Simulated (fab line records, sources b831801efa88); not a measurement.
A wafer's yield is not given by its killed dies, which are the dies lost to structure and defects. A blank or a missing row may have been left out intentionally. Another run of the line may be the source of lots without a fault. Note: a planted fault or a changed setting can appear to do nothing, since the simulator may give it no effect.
Which tool was responsible? | flow gf180mcu | 13 lots, 39 wafers sampled, at 4 steps of a route of 602

WHAT EACH GAUGE READ, for each wafer
GF_TOP_METAL_CD_MEAS_14 targets a cd of 440 nm.
lot  | measured     | on        | cd-nm (nm)
L499 | day 28 10:49 | cd-sem-01 | 439.7 441.1 439.6
L501 | day 29 04:49 | cd-sem-01 | 438.0 438.6 437.4
L502 | day 29 08:56 | cd-sem-01 | 438.6 440.0 437.9
L503 | day 29 16:37 | cd-sem-02 | 437.3 437.9 436.4
L504 | day 29 21:01 | cd-sem-02 | 444.8 441.3 441.2
L506 | day 30 13:41 | cd-sem-01 | 438.4 439.2 439.3
L507 | day 31 02:16 | cd-sem-02 | 438.9 441.4 439.2
L509 | day 31 13:28 | cd-sem-02 | 433.7 434.7 433.5
L510 | day 31 19:05 | cd-sem-02 | 441.3 442.9 442.6
L511 | day 32 00:49 | cd-sem-02 | 440.5 441.5 436.9
L516 | day 33 04:13 | cd-sem-02 | 436.1 435.9 436.0
L518 | day 33 13:22 | cd-sem-02 | 436.9 435.6 436.2
L520 | day 34 01:43 | cd-sem-02 | 437.0 435.0 438.0

TOOL THAT RAN EACH LOT (tool first, then ch and the chambers of the sampled wafers, then the start)
lot  | GF_V1_CVD_02                    | GF_V4_CVD_23                  | GF_MIM_SPUTTER_01
L499 | pecvd-02 ch 1,2, day 17 11:57   | cvd-w-01 ch 0,1, day 24 20:32 | pvd-sputter-01, day 24 21:13
L501 | pecvd-02 ch 0,1,2, day 18 07:32 | cvd-w-02 ch 0,1, day 25 14:01 | pvd-sputter-03, day 25 14:40
L502 | pecvd-01 ch 1,2, day 18 15:16   | cvd-w-01 ch 0,1, day 25 21:02 | pvd-sputter-04, day 25 21:44
L503 | pecvd-03 ch 0,1,2, day 19 01:43 | cvd-w-02 ch 0,1, day 26 06:26 | pvd-sputter-03, day 26 07:08
L504 | pecvd-01 ch 0,1, day 19 08:43   | cvd-w-01 ch 1, day 26 11:35   | pvd-sputter-01, day 26 12:17
L506 | pecvd-01 ch 0,2, day 20 05:06   | cvd-w-02 ch 0,1, day 27 04:55 | pvd-sputter-03, day 27 05:36
L507 | pecvd-01 ch 0,1,2, day 20 19:34 | cvd-w-02 ch 1, day 27 18:54   | pvd-sputter-03, day 27 19:35
L509 | pecvd-01 ch 0,1,2, day 21 10:50 | cvd-w-02 ch 0,1, day 28 06:37 | pvd-sputter-03, day 28 07:19
L510 | pecvd-01 ch 0,1,2, day 21 19:46 | cvd-w-02 ch 0,1, day 28 12:59 | pvd-sputter-03, day 28 13:41
L511 | pecvd-02 ch 1,2, day 22 03:10   | cvd-w-02 ch 0,1, day 28 20:23 | pvd-sputter-01, day 28 21:02
L516 | pecvd-01 ch 0,1,2, day 23 18:03 | cvd-w-01 ch 1, day 30 03:28   | pvd-sputter-04, day 30 04:10
L518 | pecvd-01 ch 0,1,2, day 24 06:25 | cvd-w-02 ch 0,1, day 30 13:53 | pvd-sputter-03, day 30 14:32
L520 | pecvd-03 ch 0,2, day 24 22:40   | cvd-w-01 ch 0,1, day 31 04:14 | pvd-sputter-01, day 31 04:58
- GF_V1_CVD_02: deposits SiO2 from TEOS, target thk 850 nm, time 94.851 s.
- GF_V4_CVD_23: deposits W, target thk 350 nm, time 104.9 s.
- GF_MIM_SPUTTER_01: material TiN, target thk 30 nm, time 25 s.

AS READ BY THE TOOLS THEMSELVES (means over the sampled wafers that have a number; for cases with no such wafer, the mark the record gives instead)
GF_V1_CVD_02.
lot  | tool     | heater-power-w (W)
L499 | pecvd-02 | 739
L501 | pecvd-02 | 694
L502 | pecvd-01 | 603
L503 | pecvd-03 | 627
L504 | pecvd-01 | 609
L506 | pecvd-01 | 567
L507 | pecvd-01 | 597
L509 | pecvd-01 | 596
L510 | pecvd-01 | 581
L511 | pecvd-02 | 742
L516 | pecvd-01 | 555
L518 | pecvd-01 | 543
L520 | pecvd-03 | 700

GF_V4_CVD_23.
lot  | tool     | heater-power-w (W)
L499 | cvd-w-01 | 927
L501 | cvd-w-02 | 827
L502 | cvd-w-01 | 934
L503 | cvd-w-02 | 844
L504 | cvd-w-01 | 922
L506 | cvd-w-02 | 832
L507 | cvd-w-02 | 852
L509 | cvd-w-02 | 824
L510 | cvd-w-02 | 843
L511 | cvd-w-02 | 825
L516 | cvd-w-01 | 920
L518 | cvd-w-02 | 853
L520 | cvd-w-01 | 945

GF_MIM_SPUTTER_01.
lot  | tool           | cathode-dc-power-W (W) | chamber-pressure-pa (Pa) | throttle-valve-pct (%)
L499 | pvd-sputter-01 | 6500.4                 | 0.4003                   | 30.4
L501 | pvd-sputter-03 | 6499.4                 | 0.4001                   | 29.4
L502 | pvd-sputter-04 | 6500.5                 | 0.3997                   | 30.0
L503 | pvd-sputter-03 | 6500.4                 | 0.4008                   | 30.2
L504 | pvd-sputter-01 | 6499.9                 | 0.3991                   | 30.2
L506 | pvd-sputter-03 | 6500.3                 | 0.3993                   | 29.8
L507 | pvd-sputter-03 | 6500.2                 | 0.3998                   | 29.7
L509 | pvd-sputter-03 | 6500.4                 | 0.4003                   | 29.7
L510 | pvd-sputter-03 | 6500.2                 | 0.4003                   | 29.6
L511 | pvd-sputter-01 | 6499.5                 | 0.3998                   | 30.6
L516 | pvd-sputter-04 | 6500.9                 | 0.4005                   | 30.3
L518 | pvd-sputter-03 | 6500.3                 | 0.3999                   | 28.7
L520 | pvd-sputter-01 | 6499.9                 | 0.3993                   | 30.5

THE ANSWER, worked out from the rows above alone
Rule: the usual values come from the lots themselves. The widest of any qualifying gaps counts: lots, ordered by their means at a reading, are off when they make up no more than a third of the lots, leave a main group of 4 or more, and stand apart from it by 3 or more times the standard deviation of that group's means. A main group whose means are all the same, to the digits that the tables above print for the reading, isn't used. A lot without any number at a reading at which 4 lots or more have one is off too. Any other lot the step has rows for is counted as sound. Order of review: gauges by route order, followed by the tools' own readings, for which a lot's mean as printed above is used. At the first step where some lot is off, the reading lying furthest off is the one used; lots without a number count as furthest.
None of the lots is off at any reading shown; this tells nothing.

WHAT THE SIMULATOR HAD INSERTED
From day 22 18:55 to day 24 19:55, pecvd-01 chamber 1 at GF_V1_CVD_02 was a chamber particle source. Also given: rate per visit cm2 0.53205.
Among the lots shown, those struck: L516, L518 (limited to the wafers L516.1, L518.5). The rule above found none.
